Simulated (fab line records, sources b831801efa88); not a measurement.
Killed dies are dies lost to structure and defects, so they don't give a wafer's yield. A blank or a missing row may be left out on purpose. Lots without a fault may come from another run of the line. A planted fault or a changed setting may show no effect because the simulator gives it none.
Which tool did it? | flow sky130 | 6 lots, 18 wafers sampled, at 1 step of a route of 708

WHAT THE GAUGES READ, wafer by wafer
SKY_FIELD_ISO_THK_MEAS_23.
lot  | measured    | on            | FIELD_ISO_OXIDATION_01_THK (nm)
L109 | day 2 15:58 | film_metro-02 | 10.10 10.19 10.13
L111 | day 3 02:44 | film_metro-03 | 10.14 10.05 9.98
L113 | day 3 15:19 | film_metro-02 | 10.06 10.26 9.94
L116 | day 4 07:05 | film_metro-01 | 10.30 10.31 10.18
L119 | day 4 22:23 | film_metro-03 | 10.00 9.96 10.19
L130 | day 7 07:56 | film_metro-02 | 9.89 9.89 9.78

WHICH TOOL RAN EACH LOT (tool, then ch and the chambers of the sampled wafers, then the start)
The record holds no process step before these readings.

THE ANSWER, worked out from the rows above alone
Rule: what is usual is taken from the lots themselves. Put in order of their means at a reading, lots are off if they are a third of the lots or fewer, leave a main group of 4 or more, and stand apart from it by a gap of 3 or more times the standard deviation of the main group's means; of several such gaps the widest counts. A main group whose means are all the same, to the digits that the tables above print for the reading, isn't used. A lot without any number at a reading at which 4 lots or more have one is off too. The other lots that the step has rows for count as sound.
No lot is off at any reading shown: from this, nothing can be told.

WHAT THE SIMULATOR HAD PUT IN
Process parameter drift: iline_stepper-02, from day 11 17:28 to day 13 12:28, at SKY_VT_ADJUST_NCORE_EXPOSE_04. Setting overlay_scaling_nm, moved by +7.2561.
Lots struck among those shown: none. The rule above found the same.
